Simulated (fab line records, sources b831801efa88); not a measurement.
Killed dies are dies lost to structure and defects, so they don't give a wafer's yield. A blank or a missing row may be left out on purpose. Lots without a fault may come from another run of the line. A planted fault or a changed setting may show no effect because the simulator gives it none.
One fault seen from 2 desks | flow gf180mcu | each desk has only its own numbers; what lay behind them comes last

THE METROLOGY DESK
What the gauges read, lot by lot, whatever tool the lot ran on: means of the sampled wafers that have a number. A lot is out of limits, marked OUT, if its mean lies more than 4 standard deviations from the usual mean; the brackets give that distance.
Columns: A = V4_W_RS at GF_V4_RS_MEAS_24, usual 0.3276 ohm/sq; B = V4_W_THK at GF_V4_THK_MEAS_25, usual 348 nm; C = MIM_CVD_05_THK at GF_MIM_THK_MEAS_06, usual 41.9 nm; D = MIM_ALCU_RS at GF_MIM_RS_MEAS_10, usual 0.1609 ohm/sq; E = MIM_ALCU_THK at GF_MIM_THK_MEAS_11, usual 199.3 nm; F = cd_nm at GF_M5_CD_MEAS_07, usual 280.2 nm; G = M5_OVL at GF_M5_OVL_MEAS_08, usual -2 nm
lot  | first seen here | A      | B   | C    | D      | E     | F     | G
L845 | day 25 00:59    | 0.3234 | 352 | 41.4 | 0.1635 | 196.7 | 281.4 | 6
L852 | day 27 08:27    | 0.3289 | 343 | 42.2 | 0.1609 | 197.9 | 279.4 | 2
L863 | day 30 14:14    | 0.3259 | 351 | 41.8 | 0.1605 | 199.4 | 282.5 | -1
L866 | day 31 04:38    | 0.3271 | 347 | 42.0 | 0.1589 | 200.8 | 281.1 | 0
L867 | day 31 11:23    | 0.3309 | 347 | 42.0 | 0.1618 | 197.8 | 279.4 | -5
This desk's finding: nothing out of limits on any of the 5 lots.

THE TOOL OWNER'S DESK: pvd_sputter-04
The tool's own readings at GF_MIM_SPUTTER_09 (material TiN, target thk 35 nm, time 29.2 s): means of the sampled wafers that have a number, for each lot that ran on this tool. A lot is out of limits, marked OUT, if its mean lies more than 4 standard deviations from the usual mean; the brackets give that distance.
Columns: A = throttle_valve_pct at GF_MIM_SPUTTER_09, usual 29.8 %
lot  | first seen here | A
L845 | day 25 02:13    | 29.4
L852 | day 27 09:17    | 29.6
L863 | day 30 20:40    | 29.5
L867 | day 31 12:15    | 29.4
This desk's finding: nothing out of limits on any of the 4 lots.

PUT TOGETHER
The metrology desk saw nothing out of limits.
The tool owner's desk saw nothing out of limits.

WHAT THE SIMULATOR HAD PUT IN
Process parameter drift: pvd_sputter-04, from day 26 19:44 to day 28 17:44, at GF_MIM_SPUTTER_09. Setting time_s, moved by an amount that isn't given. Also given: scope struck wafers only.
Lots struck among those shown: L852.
